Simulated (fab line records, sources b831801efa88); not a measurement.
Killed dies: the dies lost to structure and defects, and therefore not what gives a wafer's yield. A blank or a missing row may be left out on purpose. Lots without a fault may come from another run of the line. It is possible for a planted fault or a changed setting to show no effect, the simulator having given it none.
fab line records	flow sky130
[record] lots = 5	wafers = 15	last-day = 50
route steps=708 shown VIA2@524 METAL3@532 CAPM@537 PAD_OPEN@708
lots that met no fault: taken from a fault-free run of the same line
start-h: hours from the record's opening day to when the first of the lot's shown wafers began	wait-h: hours elapsed since this lot's preceding step	" identical to the entry in the row above	L1.1+2: one row covering several wafers at once	- no value, or no start was given	* or withheld: withheld	< > ~ a bound
route shown NAME@n: names a module that has steps shown in the file, with the first one's number in the route	usual: mean and standard deviation over wafers with no fault	same: alike in all rows	chamber/n: place in a boat	sites: readings site by site	_std_site: standard deviation across them	_edge_site: the outer-site mean with the inner-site mean subtracted	radius-mm: for every site, how far away it sits from the centre of the wafer	mask NAME#n: copy n	behind: the tool/chamber that last shaped the wafer	hold: cause of the lot's hold/its duration in hours/its outcome	device: the transistor (n, p or np) that didn't switch	end of line: the tests these same wafers got at the end of their route	a step given without rows: its recipe and nothing more	killed: at the first sort, the dies lost to defects and structure; wafer yield is something else	map: the dies of a wafer, with x for killed, . for not killed, _ for no die there
set.NAME: the setting as run; set.NAME@STEP: as run at that earlier step	model.NAME: the simulator's own value behind a step, which no gauge read
lots at selected steps of the route; one table per step, one row per wafer
services: from which hour (start-h, from the record's first day; less than 0 if before it) a tool's chamber was out of use, for how many hours, and why
[[steps]]
[step SKY_VIA2_STRIP_17]
[recipe] chemistry = post-etch-residue-remover	time-s = 1200	temp-c = 72.5
[step SKY_VIA2_CLEAN_18]
[recipe] chemistry = IPA	time-s = 180	temp-c = 25
[step SKY_VIA2_CLEAN_19]
[recipe] chemistry = O3/DIW	dry = n2-spin
[step SKY_VIA2_SPUTTER_20]
[recipe] material = TiN	target-thk-nm = 20	chamber-pressure-pa = 5	power-w = 4000	time-s = 80
[usual] throttle-valve-pct = 30.2/1.2
lot.wafer	tool	chamber	start-h	wait-h	throttle-valve-pct
L177.3	pvd-sputter-03	-	858.17	0.0	28.5
L177.4	"	-	"	"	31.1
L177.6	"	-	"	"	30.8
L179.3	pvd-sputter-04	-	871.73	0.0	30.5
L179.4	"	-	"	"	31.9
L179.5	"	-	"	"	30.5
L182.1	pvd-sputter-02	-	895.51	0.0	29.7
L182.4	"	-	"	"	32.0
L182.6	"	-	"	"	31.9
L190.3	pvd-sputter-02	-	947.30	0.0	32.3
L190.5	"	-	"	"	28.5
L190.6	"	-	"	"	29.0
L199.2	pvd-sputter-02	-	994.89	0.0	32.2
L199.5	"	-	"	"	29.6
L199.6	"	-	"	"	32.1
[step SKY_VIA2_CVD_21]
[recipe] material = W	target-thk-nm = 420	time-s = 126.4	temp-c = 400	pressure-torr = 40
[usual] heater-power-w = 869/69
lot.wafer	tool	chamber	start-h	wait-h	heater-power-w
L177.3	cvd-w-01	1	858.27	0.1	876
L177.4	"	0	"	"	861
L177.6	"	1	"	"	899
L179.3	cvd-w-01	0	871.84	0.1	882
L179.4	"	1	"	"	893
L179.5	"	0	"	"	890
L182.1	cvd-w-01	1	895.57	0.0	895
L182.4	"	1	"	"	883
L182.6	"	0	"	"	858
L190.3	cvd-w-02	1	947.41	0.1	737
L190.5	"	1	"	"	756
L190.6	"	0	"	"	917
L199.2	cvd-w-02	0	994.96	0.0	915
L199.5	"	1	"	"	765
L199.6	"	0	"	"	918
[step SKY_VIA2_RS_MEAS_22]
[recipe] thk-meas-gauge = four-point-probe	reads = W_of_VIA2_CVD_21+TiN_of_VIA2_SPUTTER_20
[usual] VIA2_W_RS = 0.272/0.0032
lot.wafer	tool	chamber	start-h	wait-h	VIA2_W_RS[ohm/sq]
L177.3	film-metro-02	-	858.40	0.1	0.272
L177.4	"	-	"	"	0.276
L177.6	"	-	"	"	0.273
L179.3	film-metro-04	-	871.96	0.1	0.272
L179.4	"	-	"	"	0.271
L179.5	"	-	"	"	0.272
L182.1	film-metro-03	-	895.70	0.1	0.272
L182.4	"	-	"	"	0.271
L182.6	"	-	"	"	0.276
L190.3	film-metro-04	-	947.53	0.1	0.274
L190.5	"	-	"	"	0.272
L190.6	"	-	"	"	0.276
L199.2	film-metro-03	-	995.11	0.1	0.277
L199.5	"	-	"	"	0.274
L199.6	"	-	"	"	0.278
[step SKY_VIA2_THK_MEAS_23]
[recipe] thk-meas-gauge = xrf	reads = W_of_VIA2_CVD_21
[usual] VIA2_W_THK = 439/7.1
lot.wafer	tool	chamber	start-h	wait-h	VIA2_W_THK[nm]
L177.3	film-metro-02	-	858.50	0.1	445
L177.4	"	-	"	"	437
L177.6	"	-	"	"	442
L179.3	film-metro-04	-	872.06	0.1	434
L179.4	"	-	"	"	437
L179.5	"	-	"	"	433
L182.1	film-metro-03	-	895.82	0.1	443
L182.4	"	-	"	"	442
L182.6	"	-	"	"	436
L190.3	film-metro-04	-	947.63	0.1	431
L190.5	"	-	"	"	435
L190.6	"	-	"	"	430
L199.2	film-metro-03	-	995.22	0.1	439
L199.5	"	-	"	"	437
L199.6	"	-	"	"	433
[step SKY_VIA2_CMP_24]
[recipe] stop-on = SiO2	t-overpolish-s = 20	down-force-psi = 3.5	platen-rpm = 60	target-thk-nm = 0	pad-velocity-m-s = 0.94248
[usual] motor-current-A = 11.1/1.4	overpolish-run-s = 19.999/0.0096	time-to-endpoint-s = 100/4.6
lot.wafer	tool	chamber	start-h	wait-h	motor-current-A	overpolish-run-s	time-to-endpoint-s
L177.3	cmp-02	1	858.59	0.1	13.1	20.011	106
L177.4	"	3	"	"	9.8	19.994	104
L177.6	"	1	"	"	13.9	19.981	104
L179.3	cmp-01	0	872.10	0.0	11.2	20.006	101
L179.4	"	3	"	"	12.2	19.992	114
L179.5	"	0	"	"	11.5	20.011	105
L182.4	cmp-02	3	895.98	0.1	10.3	19.977	101
L182.1	"	0	"	"	10.0	20.002	102
L182.6	"	2	"	"	11.3	20.000	102
L190.3	cmp-01	0	947.86	0.2	11.3	19.991	94
L190.6	"	2	"	"	9.1	19.981	95
L190.5	"	3	"	"	11.3	20.019	102
L199.2	cmp-02	0	995.42	0.2	9.9	19.998	96
L199.5	"	1	"	"	13.4	19.988	98
L199.6	"	2	"	"	11.5	20.003	102
[step SKY_METAL3_SPUTTER_00]
[recipe] material = Ti	target-thk-nm = 15	power-w = 3000	time-s = 10	chamber-pressure-pa = 0.4
[step SKY_METAL3_SPUTTER_01]
[recipe] material = TiN	target-thk-nm = 20	power-w = 6500	time-s = 16.7	chamber-pressure-pa = 0.4
[usual] throttle-valve-pct = 30.3/1.1
lot.wafer	tool	chamber	start-h	wait-h	throttle-valve-pct
L177.3	pvd-sputter-01	-	858.86	0.0	29.8
L177.4	"	-	"	"	29.7
L177.6	"	-	"	"	30.5
L179.3	pvd-sputter-02	-	872.43	0.0	29.8
L179.4	"	-	"	"	28.8
L179.5	"	-	"	"	32.2
L182.1	pvd-sputter-02	-	896.20	0.0	28.6
L182.4	"	-	"	"	32.3
L182.6	"	-	"	"	28.8
L190.3	pvd-sputter-01	-	948.08	0.0	29.9
L190.5	"	-	"	"	30.3
L190.6	"	-	"	"	29.1
L199.2	pvd-sputter-02	-	995.59	0.0	28.4
L199.5	"	-	"	"	31.9
L199.6	"	-	"	"	28.5
[step SKY_METAL3_SPUTTER_02]
[recipe] material = AlCu	target-thk-nm = 735	power-w = 10600	time-s = 39.1	chamber-pressure-pa = 0.4
[usual] throttle-valve-pct = 30.3/1.1
lot.wafer	tool	chamber	start-h	wait-h	throttle-valve-pct
L177.3	pvd-sputter-01	-	858.89	0.0	29.6
L177.4	"	-	"	"	29.8
L177.6	"	-	"	"	30.2
L179.3	pvd-sputter-02	-	872.45	0.0	29.6
L179.4	"	-	"	"	28.7
L179.5	"	-	"	"	32.4
L182.1	pvd-sputter-02	-	896.23	0.0	28.5
L182.4	"	-	"	"	31.9
L182.6	"	-	"	"	28.5
L190.3	pvd-sputter-01	-	948.11	0.0	30.0
L190.5	"	-	"	"	30.0
L190.6	"	-	"	"	29.3
L199.2	pvd-sputter-02	-	995.61	0.0	28.5
L199.5	"	-	"	"	32.0
L199.6	"	-	"	"	28.5
[step SKY_METAL3_SPUTTER_03]
[recipe] material = Ti	target-thk-nm = 5	power-w = 3000	time-s = 3.3	chamber-pressure-pa = 0.4
[step SKY_METAL3_SPUTTER_04]
[recipe] material = TiN	target-thk-nm = 70	power-w = 6500	time-s = 58.3	chamber-pressure-pa = 0.4
[usual] throttle-valve-pct = 30.3/1.1
lot.wafer	tool	chamber	start-h	wait-h	throttle-valve-pct	model.TiN_of_METAL3_SPUTTER_04.thk-nm
L177.3	pvd-sputter-01	-	858.94	0.0	29.4	69.37
L177.4	"	-	"	"	30.0	69.62
L177.6	"	-	"	"	30.3	70.52
L179.3	pvd-sputter-02	-	872.51	0.0	29.4	70.05
L179.4	"	-	"	"	28.5	70.17
L179.5	"	-	"	"	32.1	69.68
L182.1	pvd-sputter-02	-	896.29	0.0	28.5	69.9
L182.4	"	-	"	"	32.0	69.62
L182.6	"	-	"	"	28.5	70.47
L190.3	pvd-sputter-01	-	948.17	0.0	29.7	69.72
L190.5	"	-	"	"	30.2	70.42
L190.6	"	-	"	"	28.8	26.68
L199.2	pvd-sputter-02	-	995.67	0.0	28.5	70.78
L199.5	"	-	"	"	32.2	70.3
L199.6	"	-	"	"	28.3	70.66
[step SKY_CAPM_CVD_00]
[recipe] material = SiO2	target-thk-nm = 15.5	temp-c = 400	time-s = withheld	rf-w = 450
[step SKY_CAPM_THK_MEAS_01]
[recipe] reads = SiO2_of_CAPM_CVD_00
[usual] CAPM_CVD_00_THK = 15.53/0.2
lot.wafer	tool	chamber	start-h	wait-h	CAPM_CVD_00_THK[nm]
L177.3	film-metro-03	-	859.04	-	15.42
L177.4	"	-	"	"	15.47
L177.6	"	-	"	"	15.85
L179.3	film-metro-03	-	872.60	-	15.56
L179.4	"	-	"	"	15.86
L179.5	"	-	"	"	15.56
L182.1	film-metro-02	-	896.36	-	15.40
L182.4	"	-	"	"	15.80
L182.6	"	-	"	"	15.91
L190.3	film-metro-03	-	948.26	-	15.47
L190.5	"	-	"	"	15.46
L190.6	"	-	"	"	15.41
L199.2	film-metro-01	-	995.75	-	15.43
L199.5	"	-	"	"	15.72
L199.6	"	-	"	"	15.65
[step SKY_CAPM_SPUTTER_02]
[recipe] material = TiN	target-thk-nm = 200	temp-c = 300	power-w = 6500	time-s = 169.3	chamber-pressure-pa = 0.4
[step SKY_CAPM_RS_MEAS_03]
[recipe] thk-meas-gauge = four-point-probe	reads = TiN_of_CAPM_SPUTTER_02
[usual] CAPM_TIN_RS = 6.79/0.08
lot.wafer	tool	chamber	start-h	wait-h	CAPM_TIN_RS[ohm/sq]
L177.3	film-metro-03	-	859.22	0.1	6.91
L177.4	"	-	"	"	6.78
L177.6	"	-	"	"	6.94
L179.3	film-metro-03	-	872.79	0.1	6.71
L179.4	"	-	"	"	6.73
L179.5	"	-	"	"	6.74
L182.1	film-metro-03	-	896.53	0.1	6.73
L182.4	"	-	"	"	6.86
L182.6	"	-	"	"	6.78
L190.3	film-metro-02	-	948.45	0.1	6.73
L190.5	"	-	"	"	6.65
L190.6	"	-	"	"	6.72
L199.2	film-metro-02	-	995.93	0.1	6.81
L199.5	"	-	"	"	6.86
L199.6	"	-	"	"	6.78
[step SKY_CAPM_THK_MEAS_04]
[recipe] thk-meas-gauge = xrf	reads = TiN_of_CAPM_SPUTTER_02
[usual] CAPM_TIN_THK = 203.6/3
lot.wafer	tool	chamber	start-h	wait-h	CAPM_TIN_THK[nm]
L177.3	film-metro-03	-	859.32	0.1	202.8
L177.4	"	-	"	"	205.4
L177.6	"	-	"	"	200.5
L179.3	film-metro-03	-	872.89	0.1	207.6
L179.4	"	-	"	"	207.5
L179.5	"	-	"	"	207.0
L182.1	film-metro-03	-	896.65	0.1	207.8
L182.4	"	-	"	"	203.1
L182.6	"	-	"	"	205.1
L190.3	film-metro-02	-	948.55	0.1	204.6
L190.5	"	-	"	"	207.9
L190.6	"	-	"	"	203.9
L199.2	film-metro-02	-	996.04	0.1	200.2
L199.5	"	-	"	"	198.8
L199.6	"	-	"	"	201.5
[step SKY_CAPM_DEHYDRATE_05]
[recipe] temp-c = 200	time-s = 60
[step SKY_CAPM_HMDS_06]
[recipe] prime-time-s = 60	prime-temp-c = 120
[step SKY_CAPM_COAT_07]
[recipe] resist = NOVOLAK	spin-rpm = 3000	resist-thk-nm = 1140
[step SKY_CAPM_SOFTBAKE_08]
[recipe] temp-c = 90	time-s = 60	resist = NOVOLAK
[step SKY_CAPM_EXPOSE_09]
[recipe] mask-id = CAPM	na = 0.6	source-shape = conventional	sigma-outer = 0.6	polarization = unpolarized	target-cd-nm = 1000	dose-mj = 159
[step SKY_CAPM_PEB_10]
[recipe] temp-c = withheld	time-s = *	resist = NOVOLAK
[step SKY_CAPM_DEVELOP_11]
[recipe] resist = NOVOLAK	developer = TMAH	develop-time-s = 60	dev-temp-c = 23
[step SKY_CAPM_OVL_MEAS_12]
[usual] CAPM_OVL = -1.1/1.4
lot.wafer	tool	chamber	start-h	wait-h	CAPM_OVL[nm]
L177.3	overlay-02	-	884.63	0.1	1.0
L177.4	"	-	"	"	-0.4
L177.6	"	-	"	"	-2.5
L179.3	overlay-01	-	898.33	0.1	-1.2
L179.4	"	-	"	"	-2.8
L179.5	"	-	"	"	-3.2
L182.1	overlay-02	-	920.77	0.1	-0.2
L182.4	"	-	"	"	-1.3
L182.6	"	-	"	"	-1.4
L190.3	overlay-01	-	972.73	0.1	-0.8
L190.5	"	-	"	"	0.0
L190.6	"	-	"	"	-1.8
L199.2	overlay-01	-	1018.92	0.1	1.1
L199.5	"	-	"	"	0.6
L199.6	"	-	"	"	-0.7
[step SKY_CAPM_METAL_ETCH_13]
[recipe] target-depth-nm = 220	stop-on = SiO2	chemistry = Cl2/BCl3	target = TiN	pressure-mtorr = 10	icp-w = 900	bias-w = 48.5	Cl2_flow_sccm = 60	bcl3-flow-sccm = 30	time-s = 62.9
[step SKY_CAPM_STRIP_14]
[recipe] chemistry = O2/N2	power-w = 1400	pressure-mtorr = 1500	platen-temp-c = withheld	o2-flow-sccm = 3000	n2-flow-sccm = 300	overash-fraction = 0.5
[step SKY_CAPM_STRIP_15]
[recipe] chemistry = post-etch-residue-remover	time-s = 1200	temp-c = 72.5
[step SKY_CAPM_CLEAN_16]
[recipe] chemistry = IPA	time-s = 180	temp-c = 25
[step SKY_CAPM_CLEAN_17]
[recipe] chemistry = O3/DIW	dry = n2-spin
[step SKY_METAL3_DEHYDRATE_05]
[recipe] temp-c = 200	time-s = 60
[step SKY_METAL3_HMDS_06]
[recipe] prime-time-s = 60	prime-temp-c = 120
[step SKY_METAL3_COAT_07]
[recipe] resist = BARC	temp-c = withheld	time-s = withheld	spin-rpm = 3000	resist-thk-nm = 60
[step SKY_METAL3_COAT_08]
[recipe] resist = KrF-thick	spin-rpm = 3000	resist-thk-nm = 1140
[step SKY_METAL3_SOFTBAKE_09]
[recipe] temp-c = 100	time-s = 90	resist = KrF-thick
[step SKY_METAL3_EXPOSE_10]
[recipe] mask-id = MM3	na = 0.68	source-shape = annular	sigma-inner = 0.4	sigma-outer = 0.8	target-cd-nm = 300	dose-mj = 28.22
[step SKY_METAL3_PEB_11]
[recipe] peb-temp-c = withheld	peb-time-s = withheld	resist = KrF-thick
[step SKY_METAL3_DEVELOP_12]
[recipe] develop-time-s = 60	resist = KrF-thick	dev-temp-c = 21
[step SKY_METAL3_CD_MEAS_13]
[recipe] target-cd-nm = 300
[usual] cd-nm = 300.3/1.5
lot.wafer	tool	chamber	start-h	wait-h	cd-nm
L177.3	cd-sem-02	-	909.78	-	298.8
L177.4	"	-	"	"	299.0
L177.6	"	-	"	"	300.5
L179.3	cd-sem-02	-	923.88	-	300.0
L179.4	"	-	"	"	302.7
L179.5	"	-	"	"	301.9
L182.1	cd-sem-01	-	946.32	-	296.9
L182.4	"	-	"	"	298.9
L182.6	"	-	"	"	297.6
L190.3	cd-sem-01	-	997.21	-	302.5
L190.5	"	-	"	"	301.2
L190.6	"	-	"	"	302.3
L199.2	cd-sem-01	-	1043.18	-	300.1
L199.5	"	-	"	"	299.8
L199.6	"	-	"	"	298.1
[step SKY_METAL3_OVL_MEAS_14]
[usual] METAL3_OVL = -1/5
lot.wafer	tool	chamber	start-h	wait-h	METAL3_OVL[nm]
L177.3	overlay-01	-	909.87	0.1	-4
L177.4	"	-	"	"	0
L177.6	"	-	"	"	-4
L179.3	overlay-02	-	923.97	0.1	0
L179.4	"	-	"	"	1
L179.5	"	-	"	"	0
L182.1	overlay-01	-	946.44	0.1	0
L182.4	"	-	"	"	3
L182.6	"	-	"	"	-2
L190.3	overlay-02	-	997.30	0.1	3
L190.5	"	-	"	"	-1
L190.6	"	-	"	"	2
L199.2	overlay-01	-	1043.29	0.1	-2
L199.5	"	-	"	"	-5
L199.6	"	-	"	"	-7
[step SKY_METAL3_DESCUM_15]
[recipe] chemistry = O2	source-power-w = 150	bias-power-w = 0	pressure-mtorr = 10	temp-c = 40	time-s = 8
[step SKY_METAL3_METAL_ETCH_18]
[recipe] target-depth-a = 8450	stop-on = SiO2	over-etch-frac = 0.3	time-s = 183.1	chemistry = Cl2/BCl3	resist-sidewall-deg = 88	pressure-mtorr = 10	icp-w = 900	bias-w = 48.5	Cl2_flow_sccm = 60	bcl3-flow-sccm = 30
[usual] drypump-motor-current-A = 5.9/0.64	oes-product-au = 0.867/0.006	throttle-valve-pct = 22.264/0.0088
lot.wafer	tool	chamber	start-h	wait-h	drypump-motor-current-A	oes-product-au	rf-hours-counter-h	throttle-valve-pct
L177.3	rie-metal-02	1	910.17	0.1	5.8	0.867	-	22.266
L177.4	"	1	"	"	5.8	0.869	-	22.266
L177.6	"	1	"	"	5.8	0.864	-	22.274
L179.3	rie-metal-02	0	924.20	0.1	6.7	0.872	-	22.263
L179.4	"	1	"	"	5.8	0.866	-	22.251
L179.5	"	1	"	"	5.7	0.862	-	22.265
L182.1	rie-metal-01	0	946.62	0.0	5.7	0.870	9	22.259
L182.4	"	0	"	"	5.7	0.861	-	22.258
L182.6	"	1	"	"	5.9	0.866	-	22.270
L190.3	rie-metal-02	0	997.53	0.1	6.7	0.862	-	22.268
L190.5	"	1	"	"	5.7	0.854	-	22.250
L190.6	"	0	"	"	6.7	0.838	-	22.266
L199.2	rie-metal-01	0	1043.46	0.0	5.7	0.869	15	22.266
L199.5	"	0	"	"	5.7	0.861	-	22.267
L199.6	"	1	"	"	5.9	0.858	-	22.258
[step SKY_PAD_OPEN_PROBE_99]
[usual] defect-limited-yield = 82.5/2	killed_at_M0_to_M3 = 43/7.6	killed_at_M4_up = 2.8/1.9	killed-at-contacts = 24/4.7	killed-at-front-end = 16/4.4	killed-at-other = 0.2/0.4	killed-dies = 86/9.9	killed-open = 47/8.2	killed-short = 39/6.3	sort_bin_3_pad_short = 0.8/0.42	sort_bin_5_function = 10.4/1.5	sort_bin_6_memory = 6.2/1.2	sort-n-pass = 406/9.9	sort-yield-pct = 82.5/2
[same] gross-dies = 492	killed-at-back-side = 0	sort_bin_4_leakage[%] = 0	sort_bin_8_speed[%] = 0
lot.wafer	tool	chamber	start-h	wait-h	defect-limited-yield[%]	killed_at_M0_to_M3	killed_at_M4_up	killed-at-contacts	killed-at-front-end	killed-at-other	killed-dies	killed-open	killed-short	sort_bin_3_pad_short[%]	sort_bin_5_function[%]	sort_bin_6_memory[%]	sort-n-pass	sort-yield-pct[%]	model.etest.via3-chain.rc-ohm
L177.3	prober-02	-	1084.58	0.2	82.1	38	5	26	19	0	88	45	43	1.2	10.2	6.5	404	82.1	9.492
L177.4	prober-02	-	1084.63	0.2	78.3	49	2	37	19	0	107	58	49	0.2	14.8	6.7	385	78.3	9.266
L177.6	prober-02	-	1084.73	0.2	82.3	45	3	15	24	0	87	46	41	0.8	10.2	6.7	405	82.3	9.444
L179.3	prober-02	-	1096.74	0.2	81.9	39	4	29	17	0	89	46	43	1.2	10.0	6.9	403	81.9	9.924
L179.4	prober-02	-	1096.79	0.2	79.5	44	5	30	22	0	101	50	51	1.6	11.2	7.7	391	79.5	9.442
L179.5	prober-02	-	1096.84	0.2	84.3	36	2	25	13	1	77	42	35	0.8	7.5	7.3	415	84.3	9.531
L182.1	prober-02	-	1116.21	0.1	80.9	41	1	29	23	0	94	58	36	0.8	13.2	5.1	398	80.9	9.919
L182.4	prober-02	-	1116.36	0.2	80.3	54	0	26	17	0	97	52	45	1.2	12.6	5.9	395	80.3	9.662
L182.6	prober-02	-	1116.46	0.2	82.1	53	3	23	9	0	88	39	49	2.0	9.6	6.3	404	82.1	9.981
L190.3	prober-02	-	1156.69	0.2	81.7	36	5	30	19	0	90	41	49	1.6	11.6	5.1	402	81.7	10.51
L190.5	prober-02	-	1156.79	0.2	82.7	31	2	31	21	0	85	47	38	1.0	11.2	5.1	407	82.7	9.694
L190.6	prober-02	-	1156.84	0.2	80.7	43	2	35	15	0	95	52	43	0.6	10.8	7.9	397	80.7	8.649
L199.2	prober-01	-	1189.39	0.1	83.3	44	1	29	8	0	82	45	37	0.6	10.4	5.7	410	83.3	10.06
L199.5	prober-01	-	1189.54	0.2	82.7	34	2	34	15	0	85	54	31	0.8	10.4	6.1	407	82.7	9.208
L199.6	prober-01	-	1189.59	0.2	78.9	62	4	24	14	0	104	49	55	0.8	12.8	7.5	388	78.9	10.12
// killed by level:class
L177.3 VIA1:geometric-particle:open=11 LI_CONTACT:geometric-particle:open=9 METAL2:geometric-particle:short=7 POLY_GATE:geometric-particle:open=7 METAL1:geometric-particle:short=7 LOCAL_INTERCONNECT:geometric-particle:short=6 METAL4:geometric-particle:short=5 FIELD_ISO:geometric-particle:short=4
L177.4 VIA1:geometric-particle:open=14 CONTACT:geometric-particle:open=10 LI_CONTACT:geometric-particle:open=9 METAL1:geometric-particle:short=8 FIELD_ISO:geometric-particle:short=7 VIA1:geometric-particle:short=7 CONTACT:geometric-particle:short=7 VIA2:geometric-particle:open=6
L177.6 VIA3:geometric-particle:open=11 METAL1:geometric-particle:short=10 LI_CONTACT:geometric-particle:open=10 FIELD_ISO:geometric-particle:open=7 FIELD_ISO:geometric-particle:short=6 VIA1:geometric-particle:short=5 VIA2:geometric-particle:open=5 POLY_GATE:geometric-particle:short=4
L179.3 CONTACT:geometric-particle:open=10 VIA3:geometric-particle:open=9 CONTACT:geometric-particle:short=7 VIA2:geometric-particle:open=7 VIA1:geometric-particle:short=6 VIA1:geometric-particle:open=6 LI_CONTACT:geometric-particle:open=5 METAL2:geometric-particle:short=5
L179.4 VIA1:geometric-particle:open=15 LI_CONTACT:geometric-particle:open=10 LOCAL_INTERCONNECT:geometric-particle:short=10 POLY_GATE:geometric-particle:open=9 VIA1:geometric-particle:short=7 POLY_GATE:geometric-particle:short=5 CONTACT:geometric-particle:short=5 METAL4:geometric-particle:short=5
L179.5 CONTACT:geometric-particle:open=10 METAL3:geometric-particle:short=8 VIA3:geometric-particle:open=7 LI_CONTACT:geometric-particle:open=6 METAL2:geometric-particle:short=5 VIA1:geometric-particle:open=5 FIELD_ISO:geometric-particle:open=4 LOCAL_INTERCONNECT:geometric-particle:short=4
L182.1 LI_CONTACT:geometric-particle:open=11 VIA1:geometric-particle:open=11 FIELD_ISO:geometric-particle:open=8 CONTACT:geometric-particle:open=8 VIA2:geometric-particle:open=7 METAL2:geometric-particle:short=5 VIA3:geometric-particle:open=5 FIELD_ISO:geometric-particle:short=4
L182.4 VIA1:geometric-particle:open=13 CONTACT:geometric-particle:open=13 VIA3:geometric-particle:open=10 METAL1:geometric-particle:short=9 VIA1:geometric-particle:short=7 LI_CONTACT:geometric-particle:open=6 FIELD_ISO:geometric-particle:short=5 METAL2:geometric-particle:short=5
L182.6 VIA1:geometric-particle:open=17 METAL2:geometric-particle:short=9 LI_CONTACT:geometric-particle:short=7 METAL1:geometric-particle:short=7 VIA1:geometric-particle:short=6 CONTACT:geometric-particle:open=5 VIA3:geometric-particle:short=5 LI_CONTACT:geometric-particle:open=5
L190.3 CONTACT:geometric-particle:open=9 METAL1:geometric-particle:short=9 LI_CONTACT:geometric-particle:open=8 POLY_GATE:geometric-particle:open=5 METAL2:geometric-particle:short=5 CONTACT:geometric-particle:short=5 FIELD_ISO:geometric-particle:short=4 VIA2:geometric-particle:open=4
L190.5 CONTACT:geometric-particle:open=12 FIELD_ISO:geometric-particle:open=7 LI_CONTACT:geometric-particle:open=7 VIA1:geometric-particle:open=6 VIA2:geometric-particle:open=5 FIELD_ISO:geometric-particle:short=4 METAL1:geometric-particle:short=4 LI_CONTACT:geometric-particle:short=4
L190.6 CONTACT:geometric-particle:open=16 VIA1:geometric-particle:open=9 CONTACT:geometric-particle:short=8 VIA2:geometric-particle:open=8 METAL1:geometric-particle:short=6 LI_CONTACT:geometric-particle:open=6 FIELD_ISO:geometric-particle:short=5 FIELD_ISO:geometric-particle:open=4
L199.2 CONTACT:geometric-particle:open=14 VIA1:geometric-particle:open=11 METAL2:geometric-particle:short=11 CONTACT:geometric-particle:short=5 VIA3:geometric-particle:open=5 LI_CONTACT:geometric-particle:open=4 LOCAL_INTERCONNECT:geometric-particle:short=4 METAL1:geometric-particle:short=4
L199.5 CONTACT:geometric-particle:open=11 VIA1:geometric-particle:open=11 LI_CONTACT:geometric-particle:open=8 FIELD_ISO:geometric-particle:open=7 CONTACT:geometric-particle:short=7 VIA3:geometric-particle:open=6 LOCAL_INTERCONNECT:geometric-particle:short=5 VIA2:geometric-particle:open=4
L199.6 VIA3:geometric-particle:open=11 METAL2:geometric-particle:short=11 VIA1:geometric-particle:open=10 CONTACT:geometric-particle:open=8 CONTACT:geometric-particle:short=6 METAL1:geometric-particle:short=6 VIA3:geometric-particle:short=5 VIA1:geometric-particle:short=5
[[services]]
tool	chamber	start-h	hours	kind
cmp-02	-	834.68	5.2	pm
cvd-w-01	1	836.17	11.6	repair
pvd-sputter-01	-	836.26	3.3	repair
pvd-sputter-01	-	844.10	0.7	repair
cmp-02	-	850.21	0.8	repair
cvd-w-02	0	858.61	23.4	repair
cvd-w-02	1	863.90	10.8	repair
rie-metal-02	-	874.85	1.4	pm
cmp-02	-	887.40	0.2	repair
cvd-w-01	-	899.84	1.4	repair
cvd-w-02	-	904.00	14.0	pm
rie-metal-02	0	909.89	3.1	repair
cmp-02	-	912.48	4.0	pm
cmp-01	-	924.23	5.0	repair
cmp-01	-	936.58	2.3	repair
cmp-01	-	942.03	5.7	pm
cmp-01	-	948.46	5.9	pm
rie-metal-01	1	957.15	4.1	repair
cmp-02	-	981.41	1.8	repair
pvd-sputter-01	-	988.23	4.8	repair
cmp-01	-	1003.67	1.5	repair
cmp-02	-	1019.89	4.1	pm
pvd-sputter-01	-	1020.37	0.7	repair
cmp-01	-	1041.54	1.9	repair
[[key]]
[first-sign] step = SKY_METAL3_METAL_ETCH_18	reading = oes-product-au	direction = down	sigmas = 4.7	usual = 0.867	struck = 0.838
effect none on later readings
[model-effect] step = SKY_METAL3_SPUTTER_04	value = TiN_of_METAL3_SPUTTER_04.thk-nm	without = 68.72	struck = 26.68
[model-effect] step = SKY_PAD_OPEN_PROBE_99	value = etest.via3-chain.rc-ohm	without = 9.87	struck = 8.649
met-at SKY_METAL3_SPUTTER_04
struck-wafers L190.6
[fault] kind = process-parameter-drift	tool = pvd-sputter-01	chamber = -	onset-h = 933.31	steps = SKY_METAL3_SPUTTER_04	channel = target-thk-nm	offset = -42.043	shape = step	end-h = 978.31	acts-in = these-recipes-only	stated = 70	scope = struck-wafers-only
